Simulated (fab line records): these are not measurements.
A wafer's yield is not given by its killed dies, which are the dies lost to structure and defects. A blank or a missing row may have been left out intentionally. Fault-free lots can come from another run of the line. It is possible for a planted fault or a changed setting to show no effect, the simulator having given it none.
Which tool did it? :: flow sfq-line :: 15 lots, 45 wafers sampled, at 2 steps of a route of 325

WHAT THE GAUGES SHOWED, per wafer
SFQ_R5_THK_MEAS_934: measures by xrf. Usual: R5_MONX_THK 40.0 nm, standard deviation 0.42.
lot: L822
measured: day 71 06:49
on: film-metro-02
R5_MONX_THK (nm): 40.3 39.8 40.0
flag: 

lot: L827
measured: day 72 03:49
on: film-metro-02
R5_MONX_THK (nm): 39.7 39.8 39.8
flag: 

lot: L828
measured: day 73 09:26
on: film-metro-02
R5_MONX_THK (nm): 40.5 40.4 40.0
flag: 

lot: L829
measured: day 73 16:54
on: film-metro-01
R5_MONX_THK (nm): 39.8 40.1 40.2
flag: 

lot: L831
measured: day 74 12:21
on: film-metro-01
R5_MONX_THK (nm): 40.7 40.8 40.4
flag: 

lot: L833
measured: day 75 06:22
on: film-metro-01
R5_MONX_THK (nm): 39.8 40.3 40.5
flag: 

lot: L834
measured: day 75 09:23
on: film-metro-01
R5_MONX_THK (nm): 40.4 40.2 40.3
flag: 

lot: L835
measured: day 76 19:56
on: film-metro-01
R5_MONX_THK (nm): 40.7 40.4 40.7
flag: 

lot: L836
measured: day 76 22:56
on: film-metro-04
R5_MONX_THK (nm): 39.9 39.9 40.4
flag: 

lot: L837
measured: day 77 01:11
on: film-metro-02
R5_MONX_THK (nm): 40.1 40.3 39.9
flag: 

lot: L839
measured: day 77 06:44
on: film-metro-02
R5_MONX_THK (nm): 39.2 39.5 39.7
flag: 

lot: L840
measured: day 77 09:08
on: film-metro-02
R5_MONX_THK (nm): 39.7 39.9 39.8
flag: 

lot: L841
measured: day 77 10:21
on: film-metro-01
R5_MONX_THK (nm): 38.8 39.3 39.4
flag: 

lot: L842
measured: day 77 14:07
on: film-metro-01
R5_MONX_THK (nm): 40.3 40.6 40.0
flag: 

lot: L843
measured: day 77 15:08
on: film-metro-02
R5_MONX_THK (nm): 39.3 39.7 39.4
flag: 

TOOL THAT RAN EACH LOT (tool first, then ch and the chambers of the sampled wafers, then the start)
lot: L822
SFQ_TRILAYER_JJ_CE_METRO_MEASURE_117: cd-sem-02, day 65 10:58

lot: L827
SFQ_TRILAYER_JJ_CE_METRO_MEASURE_117: cd-sem-02, day 66 13:49

lot: L828
SFQ_TRILAYER_JJ_CE_METRO_MEASURE_117: cd-sem-01, day 68 03:51

lot: L829
SFQ_TRILAYER_JJ_CE_METRO_MEASURE_117: cd-sem-02, day 68 09:51

lot: L831
SFQ_TRILAYER_JJ_CE_METRO_MEASURE_117: cd-sem-02, day 68 23:03

lot: L833
SFQ_TRILAYER_JJ_CE_METRO_MEASURE_117: cd-sem-02, day 69 10:50

lot: L834
SFQ_TRILAYER_JJ_CE_METRO_MEASURE_117: cd-sem-01, day 69 17:14

lot: L835
SFQ_TRILAYER_JJ_CE_METRO_MEASURE_117: cd-sem-02, day 71 17:05

lot: L836
SFQ_TRILAYER_JJ_CE_METRO_MEASURE_117: cd-sem-01, day 71 18:29

lot: L837
SFQ_TRILAYER_JJ_CE_METRO_MEASURE_117: cd-sem-02, day 71 19:53

lot: L839
SFQ_TRILAYER_JJ_CE_METRO_MEASURE_117: cd-sem-02, day 72 00:32

lot: L840
SFQ_TRILAYER_JJ_CE_METRO_MEASURE_117: cd-sem-01, day 72 01:41

lot: L841
SFQ_TRILAYER_JJ_CE_METRO_MEASURE_117: cd-sem-02, day 72 03:05

lot: L842
SFQ_TRILAYER_JJ_CE_METRO_MEASURE_117: cd-sem-01, day 72 05:17

lot: L843
SFQ_TRILAYER_JJ_CE_METRO_MEASURE_117: cd-sem-02, day 72 06:26
- SFQ_TRILAYER_JJ_CE_METRO_MEASURE_117

AS READ BY THE TOOLS THEMSELVES (means over the sampled wafers that have a number; for cases with no such wafer, the mark the record gives instead)
SFQ_TRILAYER_JJ_CE_METRO_MEASURE_117. Usual: cd-nm at 704.2 nm, with a standard deviation of 1.2.
lot: L822
tool: cd-sem-02
cd-nm (nm): 702.6
flag: 

lot: L827
tool: cd-sem-02
cd-nm (nm): 705.5
flag: 

lot: L828
tool: cd-sem-01
cd-nm (nm): 704.2
flag: 

lot: L829
tool: cd-sem-02
cd-nm (nm): 704.0
flag: 

lot: L831
tool: cd-sem-02
cd-nm (nm): 704.0
flag: 

lot: L833
tool: cd-sem-02
cd-nm (nm): 703.8
flag: 

lot: L834
tool: cd-sem-01
cd-nm (nm): 703.6
flag: 

lot: L835
tool: cd-sem-02
cd-nm (nm): 703.9
flag: 

lot: L836
tool: cd-sem-01
cd-nm (nm): 702.7
flag: 

lot: L837
tool: cd-sem-02
cd-nm (nm): 703.3
flag: 

lot: L839
tool: cd-sem-02
cd-nm (nm): 703.1
flag: 

lot: L840
tool: cd-sem-01
cd-nm (nm): 704.0
flag: 

lot: L841
tool: cd-sem-02
cd-nm (nm): 705.5
flag: 

lot: L842
tool: cd-sem-01
cd-nm (nm): 704.6
flag: 

lot: L843
tool: cd-sem-02
cd-nm (nm): 703.4
flag: 

THE ANSWER, worked out from the rows above alone
Rule: take the mean of a lot's wafers that have a number; if it is more than 3 standard deviations from the usual mean, the lot is off. A lot without any number at a reading at which 4 lots or more have one is off too. Any other lot the step has rows for is counted as sound. First the gauges in route order, then the tools' own readings, where a lot's mean is used as printed above. At the first step where some lot is off, the reading lying furthest off is the one used; lots without a number count as furthest.
Nothing can be told from this: no lot is off at any reading shown.

WHAT HAD BEEN PUT IN BY THE SIMULATOR
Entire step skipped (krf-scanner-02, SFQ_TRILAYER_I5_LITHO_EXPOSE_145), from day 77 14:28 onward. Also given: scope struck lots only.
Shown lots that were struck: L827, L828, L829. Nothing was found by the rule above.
